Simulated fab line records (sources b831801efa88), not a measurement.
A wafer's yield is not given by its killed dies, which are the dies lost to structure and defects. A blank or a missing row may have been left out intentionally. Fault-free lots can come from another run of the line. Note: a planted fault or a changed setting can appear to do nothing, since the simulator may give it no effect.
The tool behind it: which one? + flow sky130 + Sampling: 14 lots, 42 wafers, 3 of 708 route steps

WHAT THE GAUGES SHOWED, per wafer
SKY_METAL1_OVL_MEAS_16. Usual: METAL1_OVL 3 nm, standard deviation 6.
| lot  | measured     | on         | METAL1_OVL (nm) | flag |
|------|--------------|------------|-----------------|------|
| L745 | day 33 07:35 | overlay-02 | 7 -1 8          |      |
| L747 | day 34 01:19 | overlay-02 | -1 -3 1         |      |
| L749 | day 34 15:04 | overlay-02 | 5 6 8           |      |
| L750 | day 35 01:31 | overlay-02 | 0 3 6           |      |
| L751 | day 35 09:30 | overlay-02 | 3 -3 1          |      |
| L752 | day 35 11:40 | overlay-01 | 4 6 -2          |      |
| L753 | day 35 17:13 | overlay-02 | 3 -11 -2        |      |
| L754 | day 36 11:24 | overlay-02 | -2 0 -2         |      |
| L756 | day 36 21:02 | overlay-01 | 5 10 4          |      |
| L757 | day 37 08:49 | overlay-02 | 3 -8 1          |      |
| L758 | day 37 12:29 | overlay-01 | 9 15 10         |      |
| L759 | day 37 19:31 | overlay-02 | 5 16 7          |      |
| L762 | day 38 20:31 | overlay-01 | 1 13 3          |      |
| L764 | day 39 02:10 | overlay-02 | 12 9 3          |      |

SKY_VIA1_THK_MEAS_23: measures by xrf. Usual: VIA1_W_THK 263 nm, standard deviation 4.5.
| lot  | measured     | on            | VIA1_W_THK (nm) | flag |
|------|--------------|---------------|-----------------|------|
| L745 | day 34 12:25 | film metro-04 | 265 265 264     |      |
| L747 | day 35 06:28 | film metro-03 | 260 260 262     |      |
| L749 | day 35 20:21 | film metro-04 | 270 270 265     |      |
| L750 | day 36 06:52 | film metro-04 | 264 260 261     |      |
| L751 | day 36 15:10 | film metro-04 | 263 259 263     |      |
| L752 | day 36 16:52 | film metro-04 | 266 267 264     |      |
| L753 | day 36 21:36 | film metro-04 | 267 267 267     |      |
| L754 | day 37 16:17 | film metro-04 | 261 261 259     |      |
| L756 | day 38 01:13 | film metro-04 | 256 261 262     |      |
| L757 | day 38 13:46 | film metro-03 | 253 253 256     |      |
| L758 | day 38 17:16 | film metro-04 | 271 268 264     |      |
| L759 | day 39 00:23 | film metro-04 | 261 262 265     |      |
| L762 | day 39 23:17 | film metro-03 | 264 261 257     |      |
| L764 | day 40 06:23 | film metro-04 | 262 269 268     |      |

TOOL THAT RAN EACH LOT (tool first, then ch and the chambers of the sampled wafers, then the start)
| lot  | SKY_LDD_N_IMPLANT_11            |
|------|---------------------------------|
| L745 | implanter-02 ch 0, day 18 06:04 |
| L747 | implanter-02 ch 0, day 19 07:01 |
| L749 | implanter-01 ch 0, day 19 22:35 |
| L750 | implanter-04 ch 0, day 20 10:01 |
| L751 | implanter-01 ch 0, day 20 18:38 |
| L752 | implanter-01 ch 0, day 20 20:59 |
| L753 | implanter-02 ch 0, day 21 03:53 |
| L754 | implanter-04 ch 0, day 21 22:55 |
| L756 | implanter-01 ch 0, day 22 14:11 |
| L757 | implanter-01 ch 0, day 22 22:22 |
| L758 | implanter-02 ch 0, day 23 02:17 |
| L759 | implanter-01 ch 0, day 23 10:50 |
| L762 | implanter-01 ch 0, day 24 16:25 |
| L764 | implanter-04 ch 0, day 25 02:19 |
- SKY_LDD_N_IMPLANT_11

WHAT THE TOOLS THEMSELVES READ (means of the sampled wafers that have a number; where no wafer has one, the mark that the record gives instead)
SKY_LDD_N_IMPLANT_11. Usual: dose ions cm2 7.501e+13, standard deviation 7.4e+10; faraday current uA 423, standard deviation 8.4.
| lot  | tool         | dose ions cm2 | faraday current uA | flag |
|------|--------------|---------------|--------------------|------|
| L745 | implanter-02 | 7.504e+13     | 423                |      |
| L747 | implanter-02 | 7.507e+13     | 430                |      |
| L749 | implanter-01 | 7.499e+13     | 418                |      |
| L750 | implanter-04 | 7.502e+13     | 424                |      |
| L751 | implanter-01 | 7.503e+13     | 421                |      |
| L752 | implanter-01 | 7.507e+13     | 420                |      |
| L753 | implanter-02 | 7.503e+13     | 428                |      |
| L754 | implanter-04 | 7.501e+13     | 413                |      |
| L756 | implanter-01 | 7.504e+13     | 422                |      |
| L757 | implanter-01 | 7.490e+13     | 422                |      |
| L758 | implanter-02 | 7.506e+13     | 428                |      |
| L759 | implanter-01 | 6.325e+13     | 360                | OFF  |
| L762 | implanter-01 | 6.325e+13     | 355                | OFF  |
| L764 | implanter-04 | 7.507e+13     | 423                |      |

THE ANSWER, worked out from the rows above alone
Rule: take the mean of a lot's wafers that have a number; if it is more than 3 standard deviations from the usual mean, the lot is off. Also off: a lot with no number at a reading for which 4 or more lots have one. Any other lot the step has rows for is counted as sound. Order of review: gauges by route order, followed by the tools' own readings, for which a lot's mean as printed above is used. At the first step where some lot is off, the reading lying furthest off is the one used; lots without a number count as furthest.
Off, at SKY_LDD_N_IMPLANT_11 on dose ions cm2: L759, L762.
A tool fits if, at that step or a process step before it, it ran every lot that is off, and no sound lot after the first of them. One fits: SKY_LDD_N_IMPLANT_11 on implanter-01. Its last sound lot is L757 (day 22 22:22), its first lot that is off L759 (day 23 10:50): a fault that began between those two fits.
The tool's own readings at SKY_LDD_N_IMPLANT_11 bear it out: on the lots that are off they differ by more than 5 times the standard deviation of the sound lots' means. dose ions cm2 reads 6.325e+13 there against 7.503e+13 on the sound lots; faraday current uA reads 358 there against 423 on the sound lots.

WHAT THE SIMULATOR PUT IN
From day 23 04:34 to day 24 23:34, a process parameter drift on implanter-01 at SKY_LDD_N_IMPLANT_11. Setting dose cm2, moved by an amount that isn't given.
Lots struck among those shown: L759, L762. The rule given above showed the same thing.
